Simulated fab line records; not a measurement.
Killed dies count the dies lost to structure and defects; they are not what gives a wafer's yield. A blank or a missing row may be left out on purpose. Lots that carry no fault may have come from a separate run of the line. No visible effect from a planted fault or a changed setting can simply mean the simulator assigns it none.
A lot that was struck, set against a sound lot ; flow sfq-line ; 17 out of 325 route steps
Sound: the wafers L243.1, L243.2, L243.4. Struck: wafer L256.2 (L256.3, L256.5, from the same lot, were not struck and are left out); the cause is given at the end.
Order at every step that has rows: each side's tool, ch and its chambers, its first start. Under that, the readings that differ: sound wafers ; struck wafers ; difference of the means ; sigmas: that difference in standard deviations of wafers without a fault.
alike: readings with means less than 2 such deviations apart, plus words and numbers identical on both sides. not compared: withheld readings, readings lacking a value on some wafer, bounds such as >300 that could conceal the same value, and numbers that have no deviation in the record and whose values overlap.
Wherever a step has rows on one side only, a row that says differs or no value, or a row with sigmas, the two part there. When numbers do not overlap yet have no deviation, they are printed without sigmas and do not part them. Lack of a reading on every wafer of one side parts them only where that side has two or more wafers.

SFQ_TRILAYER_I7_VIA_STRIP_STRIP_191: strips in O2.
  sound on rie-metal-03 ch 0,1, day 75 13:45; struck on rie-metal-02 ch 1, day 84 08:23
  alike: drypump-motor-current-A, oes-product-au
  not compared: rf-hours-counter-h
then, 8 steps without rows for these wafers: SFQ_TRILAYER_I7_VIA_STRIP_SOLV_CLEAN_192 (cleans in NMP, time 600 s); SFQ_TRILAYER_M8_LITHO_LOR_COAT_197; SFQ_TRILAYER_M8_LITHO_LOR_BAKE_198; SFQ_TRILAYER_M8_LITHO_COAT_193 (resist thk 600 nm); SFQ_TRILAYER_M8_LITHO_SOFTBAKE_199; SFQ_TRILAYER_M8_LITHO_EXPOSE_194 (exposes mask M8, target cd 2000 nm); SFQ_TRILAYER_M8_LITHO_PEB_196 (peb time 60 s); SFQ_TRILAYER_M8_LITHO_DEVELOP_195 (img clear 15 s, time 55 s).
SFQ_M8_OVL_MEAS_948:
  sound on overlay-01 at day 79 20:37; struck on overlay-02 at day 84 14:19
  alike: M8_OVL
then, 2 steps without rows for these wafers: SFQ_TRILAYER_M8_DEP_EVAP_197 (material Ti, target thk 20 nm, time 100 s); SFQ_TRILAYER_M8_DEP_EVAP_198 (material Pt, target thk 50 nm, time 257.3 s).
SFQ_TRILAYER_M8_DEP_EVAP_196: material Au, target thk 180 nm, time 900 s.
  sound on pvd-sputter-02 at day 79 20:53; struck on pvd-sputter-02 at day 84 14:35
reading;sound;struck;difference;sigmas
model.Au_of_TRILAYER_M8_DEP_EVAP_196.thk-nm (nm);177.4 174.7 176.8;228.8;+52.5;
SFQ_M8_RS_MEAS_949: a four-point-probe measurement.
  sound on film-metro-01 at day 79 21:24; struck on film-metro-03 at day 84 15:07
reading;sound;struck;difference;sigmas
M8_AU_RS (ohm/sq);0.1557 0.1581 0.1567;0.1202;-0.0366;-16
SFQ_M8_THK_MEAS_950: measures by xrf.
  sound on film-metro-01 at day 79 21:31; struck on film-metro-03 at day 84 15:13
reading;sound;struck;difference;sigmas
M8_AU_THK (nm);177 175 177;233;+57;+19
then, 1 step without rows for these wafers: SFQ_TRILAYER_M8_LIFTOFF_LIFTOFF_197 (chemistry NMP, time 600 s).
SFQ_M8_BOW_MEAS_951:
  sound on film-metro-03 at day 79 21:45; struck on film-metro-04 at day 84 15:29
reading;sound;struck;difference;sigmas
M8_BOW (um);-4 -10 -15;21;+31;+3
model.etest.i7.link-ohm;1.049 1.051 1.054;0.9847;-0.0666;
model.etest.m8.ohm-sq;0.1558 0.1581 0.1563;0.1207;-0.0360;

== WHERE THEY PART ==
At SFQ_M8_RS_MEAS_949 first; at SFQ_M8_BOW_MEAS_951 last (within this record only).

WHY: what had been put in by the simulator
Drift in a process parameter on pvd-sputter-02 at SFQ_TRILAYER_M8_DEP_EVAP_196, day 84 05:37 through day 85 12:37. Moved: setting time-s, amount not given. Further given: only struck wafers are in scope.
